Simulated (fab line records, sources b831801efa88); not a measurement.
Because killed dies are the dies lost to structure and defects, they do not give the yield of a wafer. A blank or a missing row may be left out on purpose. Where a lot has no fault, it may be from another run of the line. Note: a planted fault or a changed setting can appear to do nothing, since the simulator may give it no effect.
A struck lot beside a sound one / flow sky130 / 24 steps out of a route of 708
Sound: wafers L802.1, L802.4, L802.6. Struck: wafer L811.3; the same lot's L811.2 was not struck, so it is left out; see the end for the cause.
For every step that has rows: the tool of each side, followed by ch and its chambers, followed by its first start. Under that, the readings that differ: sound wafers / struck wafers / difference of the means / sigmas: that difference in standard deviations of wafers without a fault.
alike: readings whose means differ by less than 2 such deviations, and words and numbers that are the same on both sides. not compared: withheld readings, readings that some wafer has no value for, bounds like >300 that may hide the same value, and numbers for which the record gives no deviation and whose values overlap.
A row with sigmas, a row that says differs or no value, or rows on one side alone: a step with any of these is where the two part. When numbers do not overlap yet have no deviation, they are printed without sigmas and do not part them. Lack of a reading on every wafer of one side parts them only where that side has two or more wafers.

first, 1 step without rows for these wafers: SKY_LI_CONTACT_PRE_CLEAN_18 (time 5.6 s).
SKY_LI_CONTACT_SPUTTER_19: material Ti, target thk 20 nm, time 106.37 s.
  sound on pvdSputter-02 at day 30 22:29; struck on pvdSputter-02 at day 33 12:12
  alike: throttleValvePct
then, 1 step without rows for these wafers: SKY_LI_CONTACT_SPUTTER_20 (material TiN, target thk 20 nm, time 80 s).
SKY_LI_CONTACT_CVD_21: deposits W, target thk 400 nm, time 120.56 s.
  sound on cvdW-01 ch 0,1, day 30 22:37; struck on cvdW-01 ch 1, day 33 12:20
  alike: heaterPowerW
SKY_LI_CONTACT_RS_MEAS_22: a four-point-probe measurement.
  sound on filmMetro-03 at day 30 22:44; struck on filmMetro-03 at day 33 12:29
  alike: LI_CONTACT_W_RS
SKY_LI_CONTACT_THK_MEAS_23: measures by xrf.
  sound on filmMetro-03 at day 30 22:52; struck on filmMetro-03 at day 33 12:36
  alike: LI_CONTACT_W_THK
SKY_LI_CONTACT_CMP_24: polishes, stops on PSG, t overpolish 20 s, target thk 0 nm.
  sound on cmp-02 ch 0,3, day 30 22:55; struck on cmp-02 ch 0, day 33 12:45
  alike: motorCurrentA, overpolishRunS, slurryFlowMlMin, timeToEndpointS
SKY_LOCAL_INTERCONNECT_SPUTTER_00: material TiN, target thk 100 nm, time 83.3 s.
  sound on pvdSputter-01 at day 30 23:13; struck on pvdSputter-01 at day 33 12:57
  alike: throttleValvePct
SKY_LOCAL_INTERCONNECT_RS_MEAS_01: a four-point-probe measurement.
  sound on filmMetro-02 at day 30 23:17; struck on filmMetro-01 at day 33 13:02
  alike: LOCAL_INTERCONNECT_TIN_RS
SKY_LOCAL_INTERCONNECT_THK_MEAS_02: measures by xrf.
  sound on filmMetro-02 at day 30 23:24; struck on filmMetro-01 at day 33 13:09
  alike: LOCAL_INTERCONNECT_TIN_THK
then, 2 steps without rows for these wafers: SKY_LOCAL_INTERCONNECT_DEHYDRATE_03 (time 60 s); SKY_LOCAL_INTERCONNECT_HMDS_04 (prime time 60 s).
SKY_LOCAL_INTERCONNECT_COAT_05: resist thk 60 nm.
  sound on lithoTrack-02 ch 0, day 31 12:46; struck on lithoTrack-04 ch 0, day 34 02:48
  alike: dispensePressureKPa
then, 5 steps without rows for these wafers: SKY_LOCAL_INTERCONNECT_COAT_06 (resist thk 450 nm); SKY_LOCAL_INTERCONNECT_SOFTBAKE_07 (time 90 s); SKY_LOCAL_INTERCONNECT_EXPOSE_08 (exposes mask LI1M, target cd 170 nm); SKY_LOCAL_INTERCONNECT_PEB_09; SKY_LOCAL_INTERCONNECT_DEVELOP_10 (develop time 60 s).
SKY_LOCAL_INTERCONNECT_CD_MEAS_11 targets a cd of 170 nm.
  sound on cdSem-02 at day 32 01:48; struck on cdSem-01 at day 34 16:43
  alike: cdNm
SKY_LOCAL_INTERCONNECT_OVL_MEAS_12:
  sound on overlay-01 at day 32 01:55; struck on overlay-02 at day 34 16:49
  alike: LOCAL_INTERCONNECT_OVL
SKY_LOCAL_INTERCONNECT_ETCH_13: etches BARC in N2/H2, stops on SiO2, time 45.9 s, target depth 60 nm.
  sound on rieMetal-02 ch 0, day 32 01:57; struck on rieMetal-02 ch 0, day 34 16:52
reading=chamberPressureMTorr (mTorr); sound=30.011 30.030 29.970; struck=29.952; difference=-0.052; sigmas=-2
reading=oesProductAu (a.u.); sound=0.853 0.851 0.853; struck=0.904; difference=+0.052; sigmas=+10
reading=model.etch.depthNm (nm); sound=59.96 60 59.97; struck=66.23; difference=+6.25; sigmas=
  alike: drypumpMotorCurrentA, throttleValvePct
  not compared: rfHoursCounterH
SKY_LOCAL_INTERCONNECT_METAL_ETCH_14: etches TiN in Cl2/BCl3, stops on PSG, target depth 110 nm, time 31.4 s.
  sound on rieMetal-02 ch 0, day 32 02:05; struck on rieMetal-02 ch 0, day 34 17:00
  alike: chamberPressureMTorr, drypumpMotorCurrentA, mfcCl2Sccm, oesProductAu, throttleValvePct
  not compared: rfHoursCounterH
SKY_LOCAL_INTERCONNECT_STRIP_15: strips in O2/N2.
  sound on plasmaAsher-04 ch 0, day 32 02:11; struck on plasmaAsher-02 ch 1, day 34 17:05
reading=stripTimeToEndpointS (s); sound=4.721 4.684 4.723; struck=4.778; difference=+0.069; sigmas=+3
  alike: chamberPressureMTorr, drypumpMotorCurrentA, oesProductAu
  not compared: rfHoursCounterH
then, 1 step without rows for these wafers: SKY_LOCAL_INTERCONNECT_STRIP_16 (strips in post etch residue remover, time 1200 s).

## WHERE THEY PART
Last at SKY_LOCAL_INTERCONNECT_STRIP_15 as far as this record goes, first at SKY_LOCAL_INTERCONNECT_ETCH_13.

WHY: the cause the simulator had injected
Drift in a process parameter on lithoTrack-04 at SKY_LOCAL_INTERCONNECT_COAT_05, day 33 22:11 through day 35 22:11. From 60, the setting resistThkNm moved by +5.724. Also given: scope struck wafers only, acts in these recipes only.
